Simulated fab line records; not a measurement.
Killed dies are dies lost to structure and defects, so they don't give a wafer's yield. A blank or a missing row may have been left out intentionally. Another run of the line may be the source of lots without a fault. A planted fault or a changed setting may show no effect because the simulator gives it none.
Code-filled problem report in 8D (eight disciplines) form | flow sky130 | the parts of the form that need people (team, actions taken, sign-off) are left out

## 1. WHAT IS WRONG
Mean LDD_LDN_TW at SKY_LDD_LDN_TW_MEAS_13: 1376 over 6 wafers in 2 lots; fault-free wafers: 1488, standard deviation 13. Measured from the usual mean, that is -8.7 standard deviations.
First observed at day 25 02:56: wafer L720.1, on film-metro-04. At this step, 42 wafers from 14 lots have a number in the record. The rule behind "out" and "out of limits": a value lying over 4 standard deviations away from the usual mean. Any other wafer with a number is counted as sound.

## 2. WHAT IT IS, AND WHAT IT ISN'T
question                    | is                           | is not
which readings at this step | LDD_LDN_TW                   | -
which lots                  | L720, L722                   | L716, L717, L721, L728, L729, L732, L733, L735, L736, L737, L738, L739
which wafers of those lots  | all that have a number       | -
read on which gauges        | film-metro-03, film-metro-04 | film-metro-02
when                        | from day 25 02:56            | up to then (6 sound wafers); but 30 sound wafers of L721, L728, L729, L732, L733, L735, L736, L737, L738, L739 came after

## 3. SUSPECTS, AND WHAT RULES EACH OUT
Counting: a tool at a process step up to the reading stays a suspect if it ran every lot that is out and no sound lot after the first of them.
- the gauge at SKY_LDD_LDN_TW_MEAS_13 is ruled out. 2 gauges (film-metro-03, film-metro-04) read the wafers that are out.
- implanter-04 at SKY_LDD_LDN_IMPLANT_09: ruled out as a lasting fault. Sound lots L733, L736, L738, L739 ran on it after its first lot that is out, L720 (day 25 02:23).
Left after counting: nothing in the record.

## 4. THE CAUSE (what the simulator had put in)
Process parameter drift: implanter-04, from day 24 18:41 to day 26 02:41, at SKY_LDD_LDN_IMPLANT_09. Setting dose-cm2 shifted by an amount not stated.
Counting ruled it out, wrongly: the rule takes a fault to strike every lot that its tool runs from its start on, and this one did not.

## 5. THE EFFECT CHAIN, in route order
Each row: a reading whose mean over the struck wafers that have a number lies more than 3 standard deviations from the usual. Readings are gone through only where the record gives a usual standard deviation; hours: the median, over the lots, of the time from a lot's start at the first step in this table giving one to that lot's start at this step; sigmas: the change measured in usual standard deviations.
hours | step                   | reading            | usual      | on struck wafers | change      | sigmas
0     | SKY_LDD_LDN_IMPLANT_09 | dose-ions-cm2      | 1.2501e+13 | 1.2437e+12       | -1.1257e+13 | -99 or more
0     | SKY_LDD_LDN_IMPLANT_09 | faraday-current-uA | 70.5       | 7.0              | -63.5       | -45
1     | SKY_LDD_LDN_TW_MEAS_13 | LDD_LDN_TW         | 1488       | 1376             | -112        | -8.7
Here are the process steps it includes:
- SKY_LDD_LDN_IMPLANT_09

## 6. WHAT WOULD HAVE CAUGHT IT SOONER
Counted from the fault's start at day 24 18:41, it took 8 hours until the first out-of-limits reading at a measuring or inspecting step in this record, taken at day 25 02:56.
The tool's own readings at SKY_LDD_LDN_IMPLANT_09 were out on every struck wafer that the step has a row for (dose-ions-cm2, faraday-current-uA): an alarm limit on them would have fired on the first of those.
